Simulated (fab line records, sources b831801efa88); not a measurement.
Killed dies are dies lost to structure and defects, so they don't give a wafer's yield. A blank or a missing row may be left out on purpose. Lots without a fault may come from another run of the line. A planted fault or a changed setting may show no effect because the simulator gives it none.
fab line records | flow sky130
record lots=11 wafers=33 last_day=49
route steps=708 shown METAL4@637 VIA4@652 METAL5@676 PAD_OPEN@702
lots that met no fault: from a run of the same line without faults
start_h: hours from the record's first day to the start of the lot's first wafer shown | wait_h: hours since the lot's step before | " the same as in the row above | L1.1+2: a row that stands for several wafers | - no value, or no start given | * or withheld: withheld | < > ~ a bound
route shown NAME@n: a module of which the file shows steps, and the number in the route of the first | usual: mean/standard deviation of fault-free wafers | same: alike in all rows | chamber/n: place in a boat | sites: the reading at each site | _std_site: their standard deviation | _edge_site: outer sites' mean less inner sites' | radius_mm: how far each site lies from the wafer's centre | mask NAME#n: copy n | behind: the tool/chamber that last shaped the wafer | hold: why the lot was held/for how many hours/how that ended | device: the transistor (n, p or np) that didn't switch | end of line: the same wafers' tests at the end of the route | a step without rows: its recipe alone | killed: dies lost to structure and defects at the first sort, not the wafer's yield | map: a wafer's dies, x killed, . not, _ none there
set.NAME: the setting as run; set.NAME@STEP: as run at that earlier step | model.NAME: the simulator's own value behind a step, which no gauge read
steps of the route over a sample of lots; a table a step, a row a wafer
services: from which hour (start_h, from the record's first day; less than 0 if before it) a tool's chamber was out of use, for how many hours, and why
## steps
# step SKY_METAL4_CLEAN_21
# recipe chemistry=IPA time_s=180 temp_c=25
# columns lot.wafer tool chamber start_h wait_h
L510.2+3+6 wet_bench-02 1 977.07 0.0
L511.2+3+6 wet_bench-03 1 987.44 0.0
L512.1+5+6 wet_bench-02 1 994.15 0.0
L516.3+4+5 wet_bench-03 1 1021.33 0.0
L517.3+4+5 wet_bench-02 0 1033.87 0.0
L519.1+5+6 wet_bench-03 1 1041.16 0.0
L522.3+4+5 wet_bench-03 0 1057.51 0.0
L523.1+2+3 wet_bench-03 3 1065.55 0.0
L524.3+4+6 wet_bench-02 1 1070.21 0.0
L525.3+4+5 wet_bench-03 0 1077.57 0.0
L526.4+5+6 wet_bench-03 0 1089.27 0.0
# step SKY_VIA4_STRIP_13
# recipe chemistry=O2/N2 power_w=1400 pressure_mtorr=1500 platen_temp_c=withheld o2_flow_sccm=3000 n2_flow_sccm=300 overash_fraction=0.5
# usual drypump_motor_current_A=6.1/0.44 oes_product_au=0.709/0.0041 strip_time_to_endpoint_s=12.81/0.033
# columns lot.wafer tool chamber start_h wait_h drypump_motor_current_A oes_product_au rf_hours_counter_h strip_time_to_endpoint_s
L510.2 plasma_asher-01 1 1001.05 - 5.6 0.710 114 12.79
L510.3 " 1 " " 5.6 0.706 - 12.76
L510.6 " 1 " " 5.6 0.708 - 12.81
L511.2 plasma_asher-03 0 1011.09 - 6.4 0.712 59 12.83
L511.3 " 1 " " 6.4 0.711 - 12.80
L511.6 " 0 " " 6.4 0.709 - 12.83
L512.1 plasma_asher-01 0 1017.79 - 6.0 0.714 115 12.85
L512.5 " 1 " " 5.6 0.711 - 12.80
L512.6 " 0 " " 5.9 0.712 - 12.82
L516.3 plasma_asher-01 0 1044.24 - 6.0 0.712 - 12.80
L516.4 " 1 " " 5.6 0.711 - 12.78
L516.5 " 0 " " 6.0 0.711 - 12.81
L517.3 plasma_asher-04 1 1055.78 - 6.7 0.709 - 12.80
L517.4 " 0 " " 5.4 0.706 - 12.84
L517.5 " 1 " " 6.7 0.705 - 12.76
L519.1 plasma_asher-03 1 1062.90 - 6.4 0.711 65 12.82
L519.5 " 1 " " 6.4 0.707 - 12.85
L519.6 " 0 " " 6.4 0.706 - 12.74
L522.3 plasma_asher-03 0 1079.03 - 6.4 0.708 - 12.77
L522.4 " 1 " " 6.4 0.709 - 12.79
L522.5 " 0 " " 6.4 0.708 - 12.79
L523.1 plasma_asher-01 0 1087.15 - 5.9 0.705 2 12.84
L523.2 " 1 " " 5.6 0.710 2 12.77
L523.3 " 0 " " 6.0 0.713 - 12.79
L524.3 plasma_asher-03 1 1091.73 - 6.4 0.714 - 12.82
L524.4 " 0 " " 6.4 0.708 - 12.83
L524.6 " 0 " " 6.4 0.706 - 12.82
L525.3 plasma_asher-04 1 1096.93 - 6.7 0.703 - 12.79
L525.4 " 0 " " 5.4 0.708 - 12.78
L525.5 " 1 " " 6.7 0.710 - 12.76
L526.4 plasma_asher-01 0 1110.88 - 5.9 0.704 - 12.77
L526.5 " 1 " " 5.6 0.699 - 12.79
L526.6 " 0 " " 6.0 0.706 - 12.80
# step SKY_METAL5_METAL_ETCH_15
# recipe target_depth_a=12600 stop_on=SiO2 over_etch_frac=0.2 time_s=252 chemistry=Cl2/BCl3 resist_sidewall_deg=86 pressure_mtorr=10 icp_w=900 bias_w=48.5 Cl2_flow_sccm=60 bcl3_flow_sccm=30
# usual bcl3_flow_sccm=30.00/0.086 drypump_motor_current_A=5.66/0.2 mfc_cl2_sccm=59.99/0.16 oes_product_au=0.894/0.005 throttle_valve_pct=22.264/0.0096
# same over_etch_frac=0.2
# columns lot.wafer tool chamber start_h wait_h bcl3_flow_sccm drypump_motor_current_A mfc_cl2_sccm oes_product_au rf_hours_counter_h throttle_valve_pct
L510.2 rie_metal-02 0 1024.42 0.0 29.90 5.50 60.06 0.893 21 22.255
L510.3 " 0 " " 29.91 5.49 60.01 0.896 - 22.265
L510.6 " 1 " " 30.07 5.67 59.83 0.883 - 22.262
L511.2 rie_metal-04 1 1035.17 0.0 29.92 5.95 60.14 0.897 10 22.248
L511.3 " 1 " " 30.08 5.92 60.12 0.893 - 22.271
L511.6 " 0 " " 30.03 5.58 59.80 0.894 - 22.271
L512.1 rie_metal-01 0 1042.21 0.0 30.03 5.97 60.11 0.893 9 22.259
L512.5 " 0 " " 30.09 5.96 59.97 0.903 - 22.276
L512.6 " 1 " " 29.96 5.37 59.76 0.893 - 22.256
L516.3 rie_metal-01 1 1067.10 0.1 30.04 5.38 60.04 0.888 - 22.270
L516.4 " 0 " " 29.94 5.99 60.32 0.888 - 22.258
L516.5 " 0 " " 30.06 5.98 60.20 0.893 - 22.258
L517.3 rie_metal-04 1 1077.70 0.1 30.04 5.94 59.98 0.888 - 22.258
L517.4 " 0 " " 30.03 5.56 60.02 0.897 - 22.260
L517.5 " 0 " " 30.09 5.54 60.03 0.889 - 22.254
L519.1 rie_metal-02 0 1085.57 0.0 30.12 5.52 60.17 0.890 25 22.253
L519.5 " 1 " " 30.09 5.63 60.02 0.900 - 22.265
L519.6 " 0 " " 29.90 5.49 60.01 0.886 - 22.274
L522.3 rie_metal-04 0 1099.60 0.1 29.98 5.58 59.64 0.890 - 22.257
L522.4 " 1 " " 29.95 5.91 59.89 0.886 - 22.265
L522.5 " 1 " " 29.93 5.90 60.14 0.890 - 22.271
L523.1 rie_metal-02 0 1109.42 0.0 29.98 5.50 59.92 0.890 27 22.265
L523.2 " 1 " " 29.81 5.72 60.10 0.893 17 22.277
L523.3 " 1 " " 29.95 5.67 60.00 0.889 - 22.275
L524.3 rie_metal-01 1 1113.15 0.1 29.93 5.36 60.03 0.897 - 22.273
L524.4 " 0 " " 30.00 5.97 60.04 0.887 - 22.277
L524.6 " 1 " " 29.95 5.37 60.07 0.895 - 22.271
L525.3 rie_metal-04 0 1118.39 0.1 29.95 5.56 59.93 0.888 - 22.287
L525.4 " 1 " " 30.10 5.93 59.95 0.891 - 22.260
L525.5 " 1 " " 30.08 5.94 60.42 0.891 - 22.251
L526.4 rie_metal-01 0 1132.05 0.1 30.13 6.00 59.96 0.892 - 22.268
L526.5 " 0 " " 30.09 5.99 60.00 0.897 - 22.260
L526.6 " 1 " " 29.96 5.36 60.05 0.897 - 22.260
# step SKY_PAD_OPEN_STRIP_08
# recipe chemistry=O2/N2 power_w=1400 pressure_mtorr=1500 platen_temp_c=withheld overash_fraction=0.7 o2_flow_sccm=3000 n2_flow_sccm=300
# usual drypump_motor_current_A=5.9/0.45 oes_product_au=0.663/0.0045 strip_time_to_endpoint_s=37.06/0.1
# columns lot.wafer tool chamber start_h wait_h drypump_motor_current_A oes_product_au rf_hours_counter_h strip_time_to_endpoint_s
L510.2 plasma_asher-01 1 1069.39 0.1 5.6 0.660 1 36.91
L510.3 " 1 " " 5.6 0.663 - 36.90
L510.6 " 1 " " 5.6 0.663 - 36.95
L511.2 plasma_asher-02 0 1079.59 0.1 5.5 0.666 96 36.94
L511.3 " 1 " " 6.0 0.666 - 37.07
L511.6 " 1 " " 6.0 0.660 - 37.02
L512.1 plasma_asher-04 0 1085.99 0.1 5.3 0.664 31 37.12
L512.5 " 1 " " 6.7 0.664 - 37.12
L512.6 " 0 " " 5.3 0.659 - 37.04
L516.3 plasma_asher-04 0 1109.83 0.1 5.4 0.675 - 37.03
L516.4 " 1 " " 6.7 0.675 - 37.12
L516.5 " 1 " " 6.7 0.660 - 36.94
L517.3 plasma_asher-02 1 1117.77 0.1 5.9 0.663 - 37.00
L517.4 " 0 " " 5.5 0.673 - 36.93
L517.5 " 1 " " 5.9 0.662 - 36.96
L519.1 plasma_asher-01 1 1125.94 0.1 5.6 0.651 6 36.81
L519.5 " 1 " " 5.6 0.656 - 36.89
L519.6 " 0 " " 5.9 0.668 - 36.83
L522.3 plasma_asher-04 0 1140.12 0.1 5.4 0.665 - 36.94
L522.4 " 1 " " 6.7 0.667 - 37.02
L522.5 " 0 " " 5.4 0.662 - 36.95
L523.1 plasma_asher-02 1 1149.09 0.1 5.9 0.662 103 36.86
L523.2 " 0 " " 5.5 0.662 103 36.93
L523.3 " 1 " " 5.9 0.665 - 37.04
L524.3 plasma_asher-01 1 1151.93 0.1 5.6 0.671 - 37.11
L524.4 " 0 " " 6.0 0.663 - 37.06
L524.6 " 0 " " 6.0 0.659 - 37.09
L525.3 plasma_asher-04 1 1156.32 0.1 6.7 0.659 - 37.19
L525.4 " 0 " " 5.4 0.668 - 37.21
L525.5 " 0 " " 5.4 0.658 - 37.25
L526.4 plasma_asher-04 0 1168.43 0.1 5.3 0.662 - 37.08
L526.5 " 1 " " 6.7 0.663 - 37.04
L526.6 " 0 " " 5.3 0.662 - 37.10
# step SKY_PAD_OPEN_PROBE_99
# usual defect_limited_yield=82.1/1.9 killed_at_M0_to_M3=45/6.8 killed_at_M4_up=3.0/1.7 killed_at_contacts=25/5.7 killed_at_front_end=15/4.6 killed_at_other=0.3/0.66 killed_dies=88/9.5 killed_open=48/7.3 killed_short=39/6.5 sort_bin_3_pad_short=0.9/0.47 sort_bin_5_function=10.6/1.5 sort_bin_6_memory=6.4/1.2 sort_n_pass=404/9.5 sort_yield_pct=82.1/1.9
# same gross_dies=492 killed_at_back_side=0 sort_bin_4_leakage[%]=0 sort_bin_8_speed[%]=0
# columns lot.wafer tool chamber start_h wait_h hold defect_limited_yield[%] killed_at_M0_to_M3 killed_at_M4_up killed_at_contacts killed_at_front_end killed_at_other killed_dies killed_open killed_short sort_bin_3_pad_short[%] sort_bin_5_function[%] sort_bin_6_memory[%] sort_n_pass sort_yield_pct[%]
L510.2 prober-01 - 1071.65 0.1 - 82.7 49 3 14 19 0 85 47 38 1.0 10.0 6.3 407 82.7
L510.3 prober-01 - 1071.70 0.2 - 82.9 40 3 21 19 1 84 42 41 0.8 11.4 4.9 408 82.9
L510.6 prober-01 - 1071.85 0.2 - 82.7 39 4 16 26 0 85 53 31 1.2 10.4 5.7 407 82.7
L511.2 prober-02 - 1081.89 0.1 - 79.7 65 3 13 18 1 100 55 44 0.4 11.4 8.5 392 79.7
L511.3 prober-02 - 1081.94 0.2 - 79.3 57 4 30 11 0 102 64 37 0.6 12.2 7.9 390 79.3
L511.6 prober-02 - 1082.09 0.2 - 80.7 50 2 25 18 0 95 60 35 0 10.8 8.5 397 80.7
L512.1 prober-01 - 1088.20 0.1 - 79.9 47 5 21 26 0 99 59 40 1.4 12.6 6.1 393 79.9
L512.5 prober-01 - 1088.40 0.2 - 84.1 42 3 18 15 0 78 43 34 0 9.6 6.3 414 84.1
L512.6 prober-01 - 1088.45 0.2 - 84.1 44 1 25 7 1 78 43 34 0.4 8.1 7.3 414 84.1
L516.3 prober-02 - 1112.16 0.2 - 84.1 40 1 16 21 0 78 43 35 1.2 8.5 6.1 414 84.1
L516.4 prober-02 - 1112.21 0.2 - 85.4 32 3 18 19 0 72 37 34 0.4 8.1 6.1 420 85.4
L516.5 prober-02 - 1112.26 0.2 - 81.7 43 3 28 16 0 90 45 45 0.8 9.3 8.1 402 81.7
L517.3 prober-01 - 1120.05 0.2 - 82.1 44 1 29 13 1 88 53 35 0.4 10.4 7.1 404 82.1
L517.4 prober-01 - 1120.10 0.2 - 87.0 37 2 17 8 0 64 30 32 0.6 8.1 4.3 428 87.0
L517.5 prober-01 - 1120.15 0.2 - 82.7 43 4 25 12 1 85 52 32 0.8 10.2 6.3 407 82.7
L519.1 prober-01 - 1128.19 0.1 - 82.3 45 6 23 13 0 87 42 44 1.6 10.8 5.3 405 82.3
L519.5 prober-01 - 1128.39 0.2 - 82.3 43 3 33 8 0 87 49 38 0.8 11.6 5.3 405 82.3
L519.6 prober-01 - 1128.44 0.2 - 84.8 39 2 19 15 0 75 43 31 1.2 7.7 6.3 417 84.8
L522.3 prober-02 - 1142.40 0.2 - 82.9 40 3 26 15 0 84 50 34 1.0 8.3 7.7 408 82.9
L522.4 prober-02 - 1142.45 0.2 - 80.1 45 3 29 21 0 98 51 47 2.0 12.0 5.9 394 80.1
L522.5 prober-02 - 1142.50 0.2 - 81.7 42 2 28 18 0 90 49 41 1.4 8.9 7.9 402 81.7
L523.1 prober-01 - 1151.30 0.1 - 84.3 35 2 26 14 0 77 38 39 0.2 12.0 3.5 415 84.3
L523.2 prober-01 - 1151.35 0.1 - 83.5 52 2 15 12 0 81 38 43 1.6 8.9 5.9 411 83.5
L523.3 prober-01 - 1151.40 0.2 - 80.1 48 4 28 17 1 98 54 44 0.8 11.2 7.9 394 80.1
L524.3 prober-02 - 1154.20 0.2 - 84.3 38 0 21 18 0 77 41 36 0.8 8.9 5.9 415 84.3
L524.4 prober-02 - 1154.25 0.2 - 84.6 33 0 27 16 0 76 40 36 0.4 9.6 5.5 416 84.6
L524.6 prober-02 - 1154.35 0.2 - 80.9 56 0 20 17 1 94 59 35 0.6 11.4 7.1 398 80.9
L525.3 prober-01 - 1158.60 0.2 await_dispo/5.0h/release 74.4 36 56 20 14 0 126 37 41 3.3 15.9 6.5 366 74.4
L525.4 prober-01 - 1158.65 0.2 await_dispo/5.0h/release 74.8 46 56 14 8 0 124 34 35 3.9 14.6 6.7 368 74.8
L525.5 prober-01 - 1158.70 0.2 await_dispo/5.0h/release 74.0 38 53 23 13 1 128 40 39 4.1 15.7 6.3 364 74.0
L526.4 prober-02 - 1170.75 0.2 await_dispo/2.6h/release 73.6 38 53 22 15 2 130 43 33 3.0 16.1 7.3 362 73.6
L526.5 prober-02 - 1170.80 0.2 await_dispo/2.6h/release 73.2 35 59 24 12 2 132 39 30 3.9 16.5 6.5 360 73.2
L526.6 prober-02 - 1170.85 0.2 await_dispo/2.6h/release 70.3 41 54 22 25 4 146 50 39 2.0 18.9 8.7 346 70.3
# killed by level:class
L510.2 VIA1:geometric_particle:open=13 FIELD_ISO:geometric_particle:short=6 METAL2:geometric_particle:short=6 VIA2:geometric_particle:open=5 POLY_GATE:geometric_particle:open=4 CONTACT:geometric_particle:short=4 CONTACT:geometric_particle:open=4 METAL1:geometric_particle:short=4
L510.3 VIA1:geometric_particle:open=10 FIELD_ISO:geometric_particle:open=7 CONTACT:geometric_particle:open=7 VIA1:geometric_particle:short=7 POLY_GATE:geometric_particle:short=5 CONTACT:geometric_particle:short=5 LI_CONTACT:geometric_particle:open=4 LOCAL_INTERCONNECT:geometric_particle:short=4
L510.6 VIA1:geometric_particle:open=10 FIELD_ISO:geometric_particle:open=9 VIA3:geometric_particle:open=8 CONTACT:geometric_particle:open=6 POLY_GATE:geometric_particle:open=5 LI_CONTACT:geometric_particle:open=5 FIELD_ISO:geometric_particle:short=4 VIA3:geometric_particle:short=4
L511.2 VIA1:geometric_particle:open=14 VIA3:geometric_particle:open=12 METAL1:geometric_particle:short=12 METAL2:geometric_particle:short=9 POLY_GATE:geometric_particle:open=5 CONTACT:geometric_particle:open=5 VIA2:geometric_particle:open=5 POLY_GATE:geometric_particle:short=4
L511.3 VIA1:geometric_particle:open=16 CONTACT:geometric_particle:open=13 VIA3:geometric_particle:open=10 VIA2:geometric_particle:open=8 LI_CONTACT:geometric_particle:open=7 VIA1:geometric_particle:short=6 LI_CONTACT:geometric_particle:short=5 METAL1:geometric_particle:short=5
L511.6 VIA3:geometric_particle:open=13 CONTACT:geometric_particle:open=12 VIA2:geometric_particle:open=11 VIA1:geometric_particle:open=10 SPACER:geometric_particle:open=5 LOCAL_INTERCONNECT:geometric_particle:short=5 FIELD_ISO:geometric_particle:short=4 LI_CONTACT:geometric_particle:open=4
L512.1 CONTACT:geometric_particle:open=11 VIA2:geometric_particle:open=10 VIA1:geometric_particle:open=9 METAL2:geometric_particle:short=8 FIELD_ISO:geometric_particle:open=6 POLY_GATE:geometric_particle:open=6 FIELD_ISO:geometric_particle:short=5 VIA1:geometric_particle:short=5
L512.5 VIA1:geometric_particle:open=10 LI_CONTACT:geometric_particle:open=9 VIA3:geometric_particle:open=8 METAL2:geometric_particle:short=6 FIELD_ISO:geometric_particle:short=5 CONTACT:geometric_particle:open=5 VIA1:geometric_particle:short=4 VIA3:geometric_particle:short=4
L512.6 VIA1:geometric_particle:open=11 CONTACT:geometric_particle:open=9 CONTACT:geometric_particle:short=8 VIA3:geometric_particle:open=8 LI_CONTACT:geometric_particle:open=5 VIA2:geometric_particle:open=5 METAL1:geometric_particle:short=4 VIA2:geometric_particle:short=4
L516.3 VIA1:geometric_particle:open=11 VIA1:geometric_particle:short=7 FIELD_ISO:geometric_particle:open=6 LI_CONTACT:geometric_particle:open=6 POLY_GATE:geometric_particle:open=5 METAL2:geometric_particle:short=5 VIA3:geometric_particle:open=5 FIELD_ISO:geometric_particle:short=4
L516.4 LI_CONTACT:geometric_particle:open=9 METAL1:geometric_particle:short=8 VIA1:geometric_particle:open=7 FIELD_ISO:geometric_particle:short=5 POLY_GATE:geometric_particle:open=5 VIA2:geometric_particle:open=5 FIELD_ISO:geometric_particle:open=4 VIA1:geometric_particle:short=4
L516.5 CONTACT:geometric_particle:open=10 METAL1:geometric_particle:short=7 VIA2:geometric_particle:open=6 POLY_GATE:geometric_particle:short=6 CONTACT:geometric_particle:short=6 VIA3:geometric_particle:open=6 FIELD_ISO:geometric_particle:open=5 LI_CONTACT:geometric_particle:open=5
L517.3 LI_CONTACT:geometric_particle:open=12 METAL2:geometric_particle:short=9 VIA2:geometric_particle:open=9 CONTACT:geometric_particle:open=8 VIA1:geometric_particle:open=7 FIELD_ISO:geometric_particle:open=6 VIA3:geometric_particle:open=5 LI_CONTACT:geometric_particle:short=4
L517.4 VIA1:geometric_particle:open=14 CONTACT:geometric_particle:short=5 VIA3:geometric_particle:open=5 LOCAL_INTERCONNECT:geometric_particle:short=4 CONTACT:geometric_particle:open=4 VIA1:geometric_particle:short=4 METAL2:geometric_particle:short=4 FIELD_ISO:geometric_particle:short=3
L517.5 VIA1:geometric_particle:open=13 LI_CONTACT:geometric_particle:open=7 CONTACT:geometric_particle:open=7 VIA3:geometric_particle:open=6 CONTACT:geometric_particle:short=5 VIA2:geometric_particle:open=5 FIELD_ISO:geometric_particle:open=4 METAL2:geometric_particle:short=4
L519.1 METAL1:geometric_particle:short=10 CONTACT:geometric_particle:open=9 VIA1:geometric_particle:open=8 METAL4:geometric_particle:short=6 VIA2:geometric_particle:open=6 POLY_GATE:geometric_particle:short=5 LI_CONTACT:geometric_particle:open=5 METAL2:geometric_particle:short=5
L519.5 VIA1:geometric_particle:open=16 CONTACT:geometric_particle:short=11 CONTACT:geometric_particle:open=10 LI_CONTACT:geometric_particle:open=8 VIA2:geometric_particle:open=5 METAL1:geometric_particle:short=4 VIA3:geometric_particle:short=4 SPACER:geometric_particle:short=3
L519.6 VIA2:geometric_particle:open=11 VIA1:geometric_particle:open=8 POLY_GATE:geometric_particle:open=5 CONTACT:geometric_particle:open=5 CONTACT:geometric_particle:short=5 LOCAL_INTERCONNECT:geometric_particle:short=4 POLY_GATE:geometric_particle:short=3 VIA1:geometric_particle:short=3
L522.3 VIA1:geometric_particle:open=11 CONTACT:geometric_particle:open=7 VIA1:geometric_particle:short=7 VIA2:geometric_particle:open=7 POLY_GATE:geometric_particle:open=6 LOCAL_INTERCONNECT:geometric_particle:short=6 VIA3:geometric_particle:open=5 CONTACT:geometric_particle:short=4
L522.4 CONTACT:geometric_particle:open=11 VIA1:geometric_particle:open=9 METAL2:geometric_particle:short=7 LI_CONTACT:geometric_particle:open=6 VIA3:geometric_particle:open=6 VIA1:geometric_particle:short=6 POLY_GATE:geometric_particle:short=5 LOCAL_INTERCONNECT:geometric_particle:short=5
L522.5 VIA2:geometric_particle:open=9 VIA1:geometric_particle:open=9 VIA1:geometric_particle:short=8 CONTACT:geometric_particle:open=7 LI_CONTACT:geometric_particle:open=6 LOCAL_INTERCONNECT:geometric_particle:short=6 CONTACT:geometric_particle:short=5 VIA3:geometric_particle:open=5
L523.1 CONTACT:geometric_particle:open=12 METAL1:geometric_particle:short=6 VIA1:geometric_particle:open=6 VIA1:geometric_particle:short=5 VIA2:geometric_particle:open=5 POLY_GATE:geometric_particle:short=4 LI_CONTACT:geometric_particle:open=4 CONTACT:geometric_particle:short=4
L523.2 VIA1:geometric_particle:open=10 VIA2:geometric_particle:open=9 CONTACT:geometric_particle:open=6 METAL1:geometric_particle:short=6 VIA3:geometric_particle:short=6 FIELD_ISO:geometric_particle:short=5 METAL2:geometric_particle:short=5 VIA3:geometric_particle:open=5
L523.3 VIA1:geometric_particle:open=11 VIA2:geometric_particle:open=10 CONTACT:geometric_particle:open=8 CONTACT:geometric_particle:short=8 POLY_GATE:geometric_particle:open=6 VIA3:geometric_particle:open=6 LI_CONTACT:geometric_particle:short=6 FIELD_ISO:geometric_particle:open=4
L524.3 VIA2:geometric_particle:open=8 VIA1:geometric_particle:short=8 CONTACT:geometric_particle:open=7 VIA1:geometric_particle:open=7 FIELD_ISO:geometric_particle:short=5 LI_CONTACT:geometric_particle:open=5 LOCAL_INTERCONNECT:geometric_particle:short=5 VIA3:geometric_particle:open=5
L524.4 CONTACT:geometric_particle:open=10 METAL1:geometric_particle:short=7 LI_CONTACT:geometric_particle:open=7 VIA2:geometric_particle:open=7 VIA1:geometric_particle:open=6 LOCAL_INTERCONNECT:geometric_particle:short=5 CONTACT:geometric_particle:short=5 FIELD_ISO:geometric_particle:short=4
L524.6 VIA1:geometric_particle:open=13 VIA3:geometric_particle:open=10 LI_CONTACT:geometric_particle:open=8 VIA2:geometric_particle:open=7 METAL1:geometric_particle:short=7 CONTACT:geometric_particle:open=6 VIA1:geometric_particle:short=6 FIELD_ISO:geometric_particle:open=4
L525.3 METAL4:unspecified=48 VIA1:geometric_particle:open=9 CONTACT:geometric_particle:open=8 VIA2:geometric_particle:open=8 METAL4:geometric_particle:short=8 FIELD_ISO:geometric_particle:short=5 LOCAL_INTERCONNECT:geometric_particle:short=5 METAL2:geometric_particle:short=5
L525.4 METAL4:unspecified=55 VIA2:geometric_particle:open=8 METAL3:geometric_particle:short=6 VIA1:geometric_particle:short=6 VIA3:geometric_particle:open=6 FIELD_ISO:geometric_particle:short=5 METAL2:geometric_particle:short=5 CONTACT:geometric_particle:open=5
L525.5 METAL4:unspecified=49 CONTACT:geometric_particle:short=9 CONTACT:geometric_particle:open=9 VIA1:geometric_particle:open=8 VIA3:geometric_particle:open=7 METAL1:geometric_particle:short=5 FIELD_ISO:geometric_particle:short=4 VIA1:geometric_particle:short=4
L526.4 METAL4:unspecified=51 VIA1:geometric_particle:open=8 VIA2:geometric_particle:open=7 LI_CONTACT:geometric_particle:open=6 CONTACT:geometric_particle:short=6 POLY_GATE:geometric_particle:short=5 CONTACT:geometric_particle:open=5 METAL1:geometric_particle:short=5
L526.5 METAL4:unspecified=58 LI_CONTACT:geometric_particle:open=9 VIA2:geometric_particle:open=9 POLY_GATE:geometric_particle:open=5 VIA1:geometric_particle:short=5 LOCAL_INTERCONNECT:geometric_particle:short=4 CONTACT:geometric_particle:open=4 METAL1:geometric_particle:short=4
L526.6 METAL4:unspecified=53 VIA1:geometric_particle:open=10 LI_CONTACT:geometric_particle:open=9 FIELD_ISO:geometric_particle:short=7 VIA3:geometric_particle:open=7 FIELD_ISO:geometric_particle:open=6 VIA3:geometric_particle:short=6 CONTACT:geometric_particle:open=5
## services
# columns tool chamber start_h hours kind
wet_bench-02 - 958.03 1.9 pm
plasma_asher-04 - 991.30 8.7 repair
plasma_asher-01 - 1002.24 2.8 pm
rie_metal-04 0 1004.30 - clean
rie_metal-04 0 1004.30 21.4 scheduled_down
rie_metal-04 0 1004.30 21.4 vent_cycle
rie_metal-01 1 1014.96 - clean
rie_metal-01 1 1014.96 18.7 scheduled_down
rie_metal-01 1 1014.96 18.7 vent_cycle
rie_metal-02 - 1045.87 0.3 repair
plasma_asher-01 - 1055.25 9.0 pm
plasma_asher-01 0 1055.25 9.0 vent_cycle
plasma_asher-01 1 1055.25 9.0 vent_cycle
plasma_asher-01 0 1064.25 - clean
plasma_asher-01 1 1064.25 - clean
plasma_asher-03 - 1091.79 2.8 pm
wet_bench-03 - 1093.71 4.4 pm
wet_bench-03 - 1123.45 7.5 repair
plasma_asher-03 - 1148.23 1.0 repair
plasma_asher-04 - 1157.04 1.7 repair
## key
first_sign step=SKY_PAD_OPEN_PROBE_99 reading=killed_at_M4_up direction=up sigmas=31 usual=3.0 struck=55.2
effect step=SKY_PAD_OPEN_PROBE_99 reading=sort_bin_3_pad_short direction=up sigmas=5.3 usual=0.9 struck=3.4
met_at SKY_METAL4_CLEAN_21
struck_lots L525,L526
struck_wafers L525.3,L525.4,L525.5,L526.4,L526.5,L526.6
not_acting_at SKY_VIA4_STRIP_13,SKY_METAL5_METAL_ETCH_15,SKY_PAD_OPEN_STRIP_08
onset_between 1057.51 1077.57
also_fits time
fault kind=chamber_particle_source tool=wet_bench-03 chamber=0 onset_h=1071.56 steps=SKY_METAL4_CLEAN_21 rate_per_visit_cm2=1.0233 end_h=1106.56
